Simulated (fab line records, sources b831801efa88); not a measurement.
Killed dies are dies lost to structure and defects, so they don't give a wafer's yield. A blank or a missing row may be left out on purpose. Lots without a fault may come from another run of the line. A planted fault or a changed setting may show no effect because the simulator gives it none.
Problem report in the 8D (eight disciplines) form, filled by code | flow gf180mcu | the parts of the form that need people (team, actions taken, sign-off) are left out

1. THE PROBLEM
STI_CVD_23_THK at GF_STI_THK_MEAS_24 reads a mean of 592 nm on 2 wafers of 2 lots; wafers without a fault read 648 nm with a standard deviation of 5.2. That is -11 standard deviations from the usual mean.
First seen on wafer L750.2, day 5 13:22, on film_metro-01. The record holds 36 wafers of 12 lots with a number at this step. Rule for "out", or "out of limits": more than 4 standard deviations from the usual mean. The other wafers with a number count as sound.

2. WHAT IT IS AND WHAT IT IS NOT
question                    | is                           | is not
which readings at this step | STI_CVD_23_THK               | -
which lots                  | L750, L752                   | L734, L735, L737, L741, L742, L743, L744, L745, L746, L747
which wafers of those lots  | L750.2, L752.4               | L750.3, L750.6, L752.1, L752.3
read on which gauges        | film_metro-01, film_metro-03 | film_metro-04
when                        | from day 5 13:22             | up to then (32 sound wafers); but 2 sound wafers of L752 came after

3. SUSPECTS, AND WHAT RULES EACH OUT
Counting: a tool at a process step up to the reading stays a suspect if it ran every lot that is out. Sound lots after the first of them don't rule it out here, since some wafers of a struck lot are sound.
- the gauge at GF_STI_THK_MEAS_24: ruled out. The wafers that are out were read on 2 gauges (film_metro-01, film_metro-03).
- rie_si-01 at GF_STI_ETCH_14 (etches Si in HBr/Cl2/O2, target depth 360 nm, time 102.9 s): kept. It ran every lot that is out, first L750 (day 5 11:34); its last sound lot up to then is L747 (day 4 19:42).
- hdpcvd-02 at GF_STI_CVD_23 (deposits SiO2, target thk 650 nm, time 108.3 s): kept. It ran every lot that is out, first L750 (day 5 13:17); its last sound lot up to then is L747 (day 4 21:25).
Left after counting: rie_si-01 at GF_STI_ETCH_14, hdpcvd-02 at GF_STI_CVD_23.

4. THE CAUSE (what the simulator had put in)
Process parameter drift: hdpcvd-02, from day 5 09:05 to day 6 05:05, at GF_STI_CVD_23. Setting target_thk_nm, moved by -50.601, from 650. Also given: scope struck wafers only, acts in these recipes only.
Counting left 2 suspects, and this tool is among them.

5. THE CHAIN OF EFFECTS, in route order
Each row: a reading whose mean over the struck wafers that have a number lies more than 3 standard deviations from the usual. Only readings for which the record gives a usual standard deviation are gone through. hours: the time from each lot's start at the first step in this table that gives one to its start at this step, as a median over the lots. sigmas: the change in usual standard deviations.
hours | step               | reading            | usual   | on struck wafers | change | sigmas
0     | GF_STI_THK_MEAS_24 | STI_CVD_23_THK     | 648 nm  | 592              | -56    | -11
12    | GF_STI_CMP_25      | time_to_endpoint_s | 123.1 s | 112.9            | -10.2  | -3.5
The process steps in it:
- GF_STI_CMP_25: polishes, stops on Si3N4, t overpolish 31.66 s, target thk 524.6 nm.

6. WHAT WOULD HAVE CAUGHT IT SOONER
In this record the first reading out of limits at a measuring or inspecting step was taken at day 5 13:22, 4 hours after the fault began at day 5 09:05.
Of the lots that are out (2), L752 began GF_STI_CVD_23 on hdpcvd-02 after day 5 13:22. A hold on the tool at that time would have spared it.
